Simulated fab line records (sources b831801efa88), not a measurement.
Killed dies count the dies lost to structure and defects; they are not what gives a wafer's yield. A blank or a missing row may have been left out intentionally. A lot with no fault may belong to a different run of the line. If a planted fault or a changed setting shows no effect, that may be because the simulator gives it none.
fab line records -- flow sky130
record lots=5, wafers=14, last-day=50
route steps=708 shown METAL2@495 VIA2@507 PAD_OPEN@708
lots untouched by any fault: they come from a run of this same line in which no faults occurred
start-h: start of the lot's first displayed wafer, in hours after the record's first day -- wait-h: hours since the lot's step before -- " unchanged from the row above -- L1.1+2: a single row standing in for several wafers -- - value missing, or start not given -- * or withheld: withheld -- < > ~ a bound
route shown NAME@n: NAME is a module with steps in the file, n the number in the route of the first one -- usual: mean and standard deviation over wafers with no fault -- same: alike in all rows -- chamber/n: place in a boat -- sites: the reading at each site -- _std_site: standard deviation across them -- _edge_site: inner sites' mean taken away from outer sites' mean -- radius-mm: how far each site lies from the wafer's centre -- mask NAME#n: copy n -- behind: tool/chamber where the wafer was last shaped -- hold: why the lot went on hold/how many hours it stayed there/how the hold came to an end -- device: the transistor (n, p or np) that didn't switch -- end of line: the tests these same wafers got at the end of their route -- step lacking rows: just its recipe -- killed: count of dies lost to structure and defects at first sort (not the wafer's yield) -- map: per-die view of a wafer (x killed, . not killed, _ where there is no die)
set.NAME: the setting as run; set.NAME@STEP: as run at that earlier step -- model.NAME: the simulator's own value behind a step, which no gauge read
lots at some steps of the route; a table a step, a row a wafer
services: from which hour (start-h, from the record's first day; less than 0 if before it) a tool's chamber was out of use, for how many hours, and why
## steps
# step SKY_METAL2_EXPOSE_12
# recipe mask-id=MM2, na=0.8, source-shape=annular, sigma-inner=0.55, sigma-outer=0.85, target-cd-nm=140, dose-mj=28
# step SKY_METAL2_PEB_13
# recipe peb-temp-c=withheld, peb-time-s=withheld, resist=KrF-thick
# step SKY_METAL2_DEVELOP_14
# recipe develop-time-s=60, resist=KrF-thick, dev-temp-c=21
# step SKY_METAL2_CD_MEAS_15
# recipe target-cd-nm=140
# usual cd-nm=139.5/1.4
lot.wafer,tool,chamber,start-h,wait-h,cd-nm
L417.4,cd-sem-01,-,849.83,-,139.9
L417.5,cd-sem-01,-,849.83,-,141.3
L417.6,cd-sem-01,-,849.83,-,140.7
L418.1,cd-sem-01,-,853.52,-,139.5
L418.3,cd-sem-01,-,853.52,-,139.4
L418.4,cd-sem-01,-,853.52,-,139.6
L423.2,cd-sem-02,-,900.13,-,140.6
L423.4,cd-sem-02,-,900.13,-,140.8
L423.6,cd-sem-02,-,900.13,-,140.8
L428.1,cd-sem-01,-,935.17,-,138.0
L428.4,cd-sem-01,-,935.17,-,136.8
L428.6,cd-sem-01,-,935.17,-,136.4
L435.3,cd-sem-02,-,994.25,-,142.1
L435.6,cd-sem-02,-,994.25,-,142.5
# step SKY_METAL2_OVL_MEAS_16
# usual METAL2_OVL=0/6.1
lot.wafer,tool,chamber,start-h,wait-h,METAL2_OVL[nm]
L417.4,overlay-01,-,849.91,0.1,1
L417.5,overlay-01,-,849.91,0.1,12
L417.6,overlay-01,-,849.91,0.1,1
L418.1,overlay-01,-,853.64,0.1,-11
L418.3,overlay-01,-,853.64,0.1,-15
L418.4,overlay-01,-,853.64,0.1,-4
L423.2,overlay-01,-,900.23,0.1,6
L423.4,overlay-01,-,900.23,0.1,2
L423.6,overlay-01,-,900.23,0.1,7
L428.1,overlay-02,-,935.29,0.1,2
L428.4,overlay-02,-,935.29,0.1,5
L428.6,overlay-02,-,935.29,0.1,6
L435.3,overlay-01,-,994.34,0.1,-4
L435.6,overlay-01,-,994.34,0.1,11
# step SKY_METAL2_DESCUM_17
# recipe chemistry=O2, source-power-w=150, bias-power-w=0, pressure-mtorr=10, temp-c=40, time-s=8
# usual drypump-motor-current-A=5.7/0.35, oes-product-au=1.004/0.011
lot.wafer,tool,chamber,start-h,wait-h,drypump-motor-current-A,oes-product-au,rf-hours-counter-h
L417.4,rie-metal-04,0,849.94,0.0,5.5,1.002,-
L417.5,rie-metal-04,1,849.94,0.0,5.2,0.999,-
L417.6,rie-metal-04,0,849.94,0.0,5.4,1.021,-
L418.1,rie-metal-01,1,853.68,0.0,5.9,1.022,11
L418.3,rie-metal-01,0,853.68,0.0,5.7,1.012,-
L418.4,rie-metal-01,1,853.68,0.0,5.9,1.019,-
L423.2,rie-metal-04,0,900.26,0.0,5.5,1.000,13
L423.4,rie-metal-04,1,900.26,0.0,5.2,0.999,-
L423.6,rie-metal-04,1,900.26,0.0,5.2,0.988,-
L428.1,rie-metal-04,1,935.33,0.0,5.2,1.004,10
L428.4,rie-metal-04,0,935.33,0.0,5.5,1.022,-
L428.6,rie-metal-04,0,935.33,0.0,5.5,1.010,-
L435.3,rie-metal-04,0,994.38,0.0,5.5,1.008,-
L435.6,rie-metal-04,1,994.38,0.0,5.2,0.990,-
# step SKY_METAL2_ETCH_18
# recipe chemistry=N2/H2, target=BARC, ion-energy-ev=200, bias-w=100, pressure-mtorr=30, n2-flow-sccm=100, h2-flow-sccm=200, icp-w=500, stop-on=SiO2, time-s=45.9, target-depth-a=600
# usual drypump-motor-current-A=5.7/0.35, oes-product-au=0.855/0.005, throttle-valve-pct=13.225/0.0087
lot.wafer,tool,chamber,start-h,wait-h,drypump-motor-current-A,oes-product-au,rf-hours-counter-h,throttle-valve-pct
L417.4,rie-metal-04,0,849.98,0.0,5.5,0.857,-,13.201
L417.5,rie-metal-04,1,849.98,0.0,5.2,0.851,-,13.222
L417.6,rie-metal-04,0,849.98,0.0,5.4,0.850,-,13.209
L418.1,rie-metal-01,1,853.71,0.0,5.9,0.856,11,13.220
L418.3,rie-metal-01,0,853.71,0.0,5.7,0.860,-,13.221
L418.4,rie-metal-01,1,853.71,0.0,5.9,0.857,-,13.241
L423.2,rie-metal-04,0,900.30,0.0,5.5,0.854,13,13.231
L423.4,rie-metal-04,1,900.30,0.0,5.2,0.855,-,13.225
L423.6,rie-metal-04,1,900.30,0.0,5.2,0.848,-,13.223
L428.1,rie-metal-04,1,935.36,0.0,5.2,0.860,10,13.233
L428.4,rie-metal-04,0,935.36,0.0,5.5,0.861,-,13.233
L428.6,rie-metal-04,0,935.36,0.0,5.5,0.846,-,13.211
L435.3,rie-metal-04,0,994.42,0.0,5.5,0.850,-,13.224
L435.6,rie-metal-04,1,994.42,0.0,5.2,0.843,-,13.228
# step SKY_METAL2_METAL_ETCH_19
# recipe target-depth-a=3600, stop-on=SiO2, over-etch-frac=0.3, time-s=78, chemistry=Cl2/BCl3, resist-sidewall-deg=88, pressure-mtorr=10, icp-w=900, bias-w=48.5, Cl2_flow_sccm=60, bcl3-flow-sccm=30
# usual drypump-motor-current-A=5.7/0.34, oes-product-au=0.856/0.006, throttle-valve-pct=22.265/0.0094
lot.wafer,tool,chamber,start-h,wait-h,drypump-motor-current-A,oes-product-au,rf-hours-counter-h,throttle-valve-pct
L417.4,rie-metal-04,0,850.05,0.1,5.4,0.862,-,22.267
L417.5,rie-metal-04,1,850.05,0.1,5.2,0.853,-,22.267
L417.6,rie-metal-04,0,850.05,0.1,5.4,0.856,-,22.256
L418.1,rie-metal-01,1,853.77,0.0,5.9,0.854,11,22.272
L418.3,rie-metal-01,0,853.77,0.0,5.7,0.852,-,22.272
L418.4,rie-metal-01,1,853.77,0.0,5.9,0.859,-,22.268
L423.2,rie-metal-04,0,900.36,0.0,5.4,0.856,13,22.274
L423.4,rie-metal-04,1,900.36,0.0,5.2,0.856,-,22.271
L423.6,rie-metal-04,1,900.36,0.0,5.2,0.857,-,22.249
L428.1,rie-metal-04,1,935.42,0.0,5.2,0.855,10,22.258
L428.4,rie-metal-04,0,935.42,0.0,5.5,0.854,-,22.265
L428.6,rie-metal-04,0,935.42,0.0,5.4,0.848,-,22.269
L435.3,rie-metal-04,0,994.49,0.1,5.5,0.856,-,22.277
L435.6,rie-metal-04,1,994.49,0.1,5.2,0.851,-,22.274
# step SKY_METAL2_STRIP_20
# recipe chemistry=O2/N2, power-w=1400, pressure-mtorr=1500, platen-temp-c=withheld, o2-flow-sccm=3000, n2-flow-sccm=300, overash-fraction=0.5
# usual drypump-motor-current-A=5.2/0.45, oes-product-au=0.342/0.0048, strip-time-to-endpoint-s=2.68/0.052
lot.wafer,tool,chamber,start-h,wait-h,drypump-motor-current-A,oes-product-au,rf-hours-counter-h,strip-time-to-endpoint-s
L417.4,plasma-asher-04,0,850.14,0.1,4.9,0.345,-,2.65
L417.5,plasma-asher-04,0,850.14,0.1,4.9,0.344,-,2.71
L417.6,plasma-asher-04,1,850.14,0.1,5.2,0.339,-,2.63
L418.1,plasma-asher-04,0,853.86,0.1,4.9,0.343,11,2.59
L418.3,plasma-asher-04,1,853.86,0.1,5.2,0.343,-,2.65
L418.4,plasma-asher-04,0,853.86,0.1,4.9,0.344,-,2.60
L423.2,plasma-asher-01,0,900.45,0.1,5.9,0.336,76,2.61
L423.4,plasma-asher-01,1,900.45,0.1,4.6,0.340,-,2.73
L423.6,plasma-asher-01,0,900.45,0.1,5.9,0.338,-,2.70
L428.1,plasma-asher-04,0,935.51,0.1,4.9,0.339,20,2.69
L428.4,plasma-asher-04,1,935.51,0.1,5.2,0.344,-,2.64
L428.6,plasma-asher-04,0,935.51,0.1,4.9,0.334,-,2.61
L435.3,plasma-asher-04,0,994.58,0.1,4.9,0.341,-,2.64
L435.6,plasma-asher-04,1,994.58,0.1,5.2,0.344,-,2.69
# step SKY_METAL2_STRIP_21
# recipe chemistry=post-etch-residue-remover, time-s=1200, temp-c=72.5
# step SKY_METAL2_CLEAN_22
# recipe chemistry=IPA, time-s=180, temp-c=25
# step SKY_METAL2_CLEAN_23
# recipe chemistry=O3/DIW, dry=n2-spin
# step SKY_VIA2_HDPCVD_00
# recipe material=SiO2, target-thk-nm=1180, sigma-open-frac=0.3, time-s=196.7, temp-c=400, sih4-flow-sccm=60, pressure-mtorr=6
lot.wafer,tool,chamber,start-h,wait-h,model.SiO2_of_VIA2_HDPCVD_00.thk-nm
L417.4,hdpcvd-01,2,850.80,0.1,1181
L417.5,hdpcvd-01,1,850.80,0.1,1183
L417.6,hdpcvd-01,0,850.80,0.1,1199
L418.1,hdpcvd-02,0,854.50,0.0,1183
L418.3,hdpcvd-02,1,854.50,0.0,1189
L418.4,hdpcvd-02,2,854.50,0.0,1173
L423.2,hdpcvd-01,2,901.08,0.0,1174
L423.4,hdpcvd-01,2,901.08,0.0,1184
L423.6,hdpcvd-01,1,901.08,0.0,1180
L428.1,hdpcvd-01,0,936.10,0.0,1182
L428.4,hdpcvd-01,1,936.10,0.0,1177
L428.6,hdpcvd-01,2,936.10,0.0,1166
L435.3,hdpcvd-01,0,995.14,0.0,1177
L435.6,hdpcvd-01,2,995.14,0.0,2017
# step SKY_VIA2_THK_MEAS_01
# recipe reads=SiO2_of_VIA2_HDPCVD_00
# usual VIA2_HDPCVD_THK=1180/12
lot.wafer,tool,chamber,start-h,wait-h,VIA2_HDPCVD_THK[nm]
L417.4,film-metro-04,-,850.89,0.0,1181
L417.5,film-metro-04,-,850.89,0.0,1184
L417.6,film-metro-04,-,850.89,0.0,1200
L418.1,film-metro-01,-,854.62,0.1,1183
L418.3,film-metro-01,-,854.62,0.1,1189
L418.4,film-metro-01,-,854.62,0.1,1174
L423.2,film-metro-04,-,901.22,0.1,1173
L423.4,film-metro-04,-,901.22,0.1,1183
L423.6,film-metro-04,-,901.22,0.1,1180
L428.1,film-metro-04,-,936.23,0.1,1181
L428.4,film-metro-04,-,936.23,0.1,1177
L428.6,film-metro-04,-,936.23,0.1,1166
L435.3,film-metro-01,-,995.29,0.1,1177
L435.6,film-metro-01,-,995.29,0.1,2017
# step SKY_VIA2_CMP_02
# recipe material=SiO2, down-force-psi=4, platen-rpm=60, pad-velocity-m-s=0.94248
# usual motor-current-A=12.1/1.8
lot.wafer,tool,chamber,start-h,wait-h,motor-current-A
L417.4,cmp-02,3,851.02,0.1,11.3
L417.6,cmp-02,1,851.02,0.1,9.3
L417.5,cmp-02,2,851.02,0.1,11.1
L418.3,cmp-02,1,854.68,0.0,8.9
L418.4,cmp-02,2,854.68,0.0,10.9
L418.1,cmp-02,0,854.68,0.0,11.8
L423.2,cmp-02,1,901.37,0.1,9.7
L423.4,cmp-02,2,901.37,0.1,10.9
L423.6,cmp-02,3,901.37,0.1,11.2
L428.4,cmp-01,3,936.29,0.0,15.5
L428.1,cmp-01,0,936.29,0.0,14.1
L428.6,cmp-01,0,936.29,0.0,13.4
L435.3,cmp-02,2,995.48,0.2,11.4
L435.6,cmp-02,3,995.48,0.2,11.3
# step SKY_PAD_OPEN_PROBE_99
# usual defect-limited-yield=82.3/1.8, killed_at_M0_to_M3=43/6, killed_at_M4_up=3.2/1.9, killed-at-contacts=25/5.4, killed-at-front-end=15/4.5, killed-at-other=0.3/0.59, killed-dies=87/8.7, killed-open=47/6.7, killed-short=39/5.7, sort_bin_3_pad_short=0.9/0.43, sort_bin_5_function=10.4/1.4, sort_bin_6_memory=6.4/1.2, sort-n-pass=405/8.7, sort-yield-pct=82.3/1.8
# same gross-dies=492, killed-at-back-side=0, sort_bin_4_leakage[%]=0, sort_bin_8_speed[%]=0
lot.wafer,tool,chamber,start-h,wait-h,defect-limited-yield[%],killed_at_M0_to_M3,killed_at_M4_up,killed-at-contacts,killed-at-front-end,killed-at-other,killed-dies,killed-open,killed-short,sort_bin_3_pad_short[%],sort_bin_5_function[%],sort_bin_6_memory[%],sort-n-pass,sort-yield-pct[%]
L418.3,prober-01,-,1106.37,0.2,79.3,51,3,35,13,0,102,59,43,1.2,12.8,6.7,390,79.3
L418.4,prober-01,-,1106.42,0.2,81.5,45,6,22,18,0,91,41,50,1.4,11.4,5.7,401,81.5
L423.2,prober-02,-,1140.11,0.1,85.2,34,2,21,16,0,73,37,35,0.4,8.7,5.7,419,85.2
L423.4,prober-02,-,1140.21,0.2,83.1,44,1,27,11,0,83,49,33,0.4,9.8,6.7,409,83.1
L423.6,prober-02,-,1140.31,0.2,81.3,37,3,29,23,0,92,44,48,0.4,11.6,6.7,400,81.3
L428.1,prober-01,-,1166.43,0.1,80.9,46,2,36,10,0,94,54,40,0.8,10.8,7.5,398,80.9
L428.4,prober-01,-,1166.58,0.2,80.1,54,1,27,15,1,98,64,34,1.2,11.6,7.1,394,80.1
L428.6,prober-01,-,1166.68,0.2,82.7,41,2,32,10,0,85,53,32,0.8,10.4,6.1,407,82.7
L435.3,prober-02,-,1209.04,0.2,79.5,67,3,18,13,0,101,56,45,0.8,11.8,7.9,391,79.5
L435.6,prober-02,-,1209.19,0.2,82.5,48,4,20,14,0,86,42,44,1.0,9.8,6.7,406,82.5
# killed by level:class
L418.3 VIA1:geometric-particle:open=20 LI_CONTACT:geometric-particle:open=12 VIA3:geometric-particle:open=8 VIA1:geometric-particle:short=7 CONTACT:geometric-particle:short=6 CONTACT:geometric-particle:open=6 LI_CONTACT:geometric-particle:short=5 LOCAL_INTERCONNECT:geometric-particle:short=5
L418.4 VIA1:geometric-particle:open=10 VIA3:geometric-particle:open=9 FIELD_ISO:geometric-particle:short=8 METAL1:geometric-particle:short=8 LI_CONTACT:geometric-particle:open=7 CONTACT:geometric-particle:open=5 METAL2:geometric-particle:short=5 LI_CONTACT:geometric-particle:short=4
L423.2 VIA1:geometric-particle:open=7 VIA1:geometric-particle:short=7 CONTACT:geometric-particle:short=6 CONTACT:geometric-particle:open=6 FIELD_ISO:geometric-particle:open=5 VIA3:geometric-particle:short=5 LI_CONTACT:geometric-particle:short=4 VIA2:geometric-particle:open=4
L423.4 VIA1:geometric-particle:open=13 LI_CONTACT:geometric-particle:open=8 CONTACT:geometric-particle:open=8 METAL1:geometric-particle:short=7 VIA3:geometric-particle:open=7 VIA2:geometric-particle:open=6 FIELD_ISO:geometric-particle:short=5 LOCAL_INTERCONNECT:geometric-particle:short=5
L423.6 FIELD_ISO:geometric-particle:short=10 CONTACT:geometric-particle:open=10 FIELD_ISO:geometric-particle:open=7 LI_CONTACT:geometric-particle:open=7 METAL1:geometric-particle:short=7 VIA3:geometric-particle:open=7 CONTACT:geometric-particle:short=6 LOCAL_INTERCONNECT:geometric-particle:short=4
L428.1 CONTACT:geometric-particle:open=17 VIA1:geometric-particle:open=16 METAL2:geometric-particle:short=7 VIA3:geometric-particle:open=6 LI_CONTACT:geometric-particle:open=5 LI_CONTACT:geometric-particle:short=5 CONTACT:geometric-particle:short=4 VIA1:geometric-particle:short=4
L428.4 VIA1:geometric-particle:open=18 CONTACT:geometric-particle:open=13 VIA2:geometric-particle:open=12 LI_CONTACT:geometric-particle:open=6 VIA1:geometric-particle:short=6 METAL1:geometric-particle:short=5 FIELD_ISO:geometric-particle:open=4 POLY_GATE:geometric-particle:short=4
L428.6 CONTACT:geometric-particle:open=13 VIA1:geometric-particle:open=12 LOCAL_INTERCONNECT:geometric-particle:short=8 VIA3:geometric-particle:open=6 POLY_GATE:geometric-particle:open=5 VIA2:geometric-particle:open=5 CONTACT:geometric-particle:short=4 VIA1:geometric-particle:short=4
L435.3 VIA1:geometric-particle:open=15 METAL1:geometric-particle:short=12 VIA1:geometric-particle:short=9 VIA2:geometric-particle:open=9 VIA3:geometric-particle:open=7 CONTACT:geometric-particle:open=6 LI_CONTACT:geometric-particle:open=6 METAL2:geometric-particle:short=5
L435.6 VIA1:geometric-particle:open=10 VIA3:geometric-particle:open=7 METAL1:geometric-particle:short=6 VIA2:geometric-particle:open=6 VIA2:geometric-particle:short=6 POLY_GATE:geometric-particle:short=5 LI_CONTACT:geometric-particle:open=5 LOCAL_INTERCONNECT:geometric-particle:short=5
## services
tool,chamber,start-h,hours,kind
plasma-asher-01,-,833.46,3.6,repair
rie-metal-04,-,842.63,0.7,repair
hdpcvd-02,-,850.63,2.8,pm
rie-metal-04,0,882.02,5.4,repair
cmp-02,-,912.00,4.0,pm
cmp-02,-,916.00,-,consumable-replace:conditioner
cmp-02,-,916.00,-,consumable-replace:pad
cmp-02,-,944.91,4.8,repair
rie-metal-04,-,950.01,14.6,pm
hdpcvd-01,-,950.25,15.0,pm
hdpcvd-01,0,950.25,24.0,vent-cycle
hdpcvd-01,1,950.25,15.0,vent-cycle
hdpcvd-01,2,950.25,15.0,vent-cycle
hdpcvd-01,0,963.09,11.1,repair
hdpcvd-01,0,965.25,-,clean
hdpcvd-01,1,965.25,-,clean
hdpcvd-01,2,965.25,-,clean
cmp-02,-,974.45,3.7,pm
cmp-01,-,992.15,5.2,pm
## key
first-sign step=SKY_VIA2_THK_MEAS_01, reading=VIA2_HDPCVD_THK, direction=up, sigmas=68, usual=1180, struck=2017
effect none on later readings
model-effect step=SKY_VIA2_HDPCVD_00, value=SiO2_of_VIA2_HDPCVD_00.thk-nm, without=1157, struck=2017
met-at SKY_VIA2_HDPCVD_00
struck-wafers L435.6
onset-between 936.10 995.14
fault kind=process-parameter-drift, tool=hdpcvd-01, chamber=-, onset-h=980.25, steps=SKY_VIA2_HDPCVD_00, channel=target-thk-nm, offset=860.2, shape=step, end-h=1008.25, scope=struck-wafers-only, acts-in=these-recipes-only, stated=1180
